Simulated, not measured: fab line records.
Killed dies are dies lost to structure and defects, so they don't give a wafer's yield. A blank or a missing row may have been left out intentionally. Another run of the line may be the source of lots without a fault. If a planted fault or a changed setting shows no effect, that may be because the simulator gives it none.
Which tool did it?	flow sky130	route of 708 steps, sampled at 1 step: 6 lots, 18 wafers

## WHAT THE GAUGES READ, wafer by wafer
SKY_VIA3_OVL_MEAS_13.
lot	measured	on	VIA3_OVL (nm)
L907	day 39 15:49	overlay-01	0 -6 4
L909	day 40 05:08	overlay-01	4 -1 4
L911	day 40 23:05	overlay-02	-1 1 -2
L921	day 44 22:44	overlay-01	-6 0 -9
L926	day 45 08:23	overlay-02	1 -8 -11
L929	day 45 18:26	overlay-02	-12 -3 -8

## EACH LOT AND THE TOOL THAT RAN IT (in order: tool; ch and the chambers of the sampled wafers; start)
There is no process step in the record ahead of these readings.

## THE ANSWER, worked out from the rows above alone
Rule: what is usual is taken from the lots themselves. The widest of any qualifying gaps counts: lots, ordered by their means at a reading, are off when they make up no more than a third of the lots, leave a main group of 4 or more, and stand apart from it by 3 or more times the standard deviation of that group's means. If all means in a main group match to the digits the tables above print for the reading, that group is not used. Also off: a lot with no number at a reading for which 4 or more lots have one. Any other lot the step has rows for is counted as sound.
Nothing can be told from this: no lot is off at any reading shown.

## WHAT HAD BEEN PUT IN BY THE SIMULATOR
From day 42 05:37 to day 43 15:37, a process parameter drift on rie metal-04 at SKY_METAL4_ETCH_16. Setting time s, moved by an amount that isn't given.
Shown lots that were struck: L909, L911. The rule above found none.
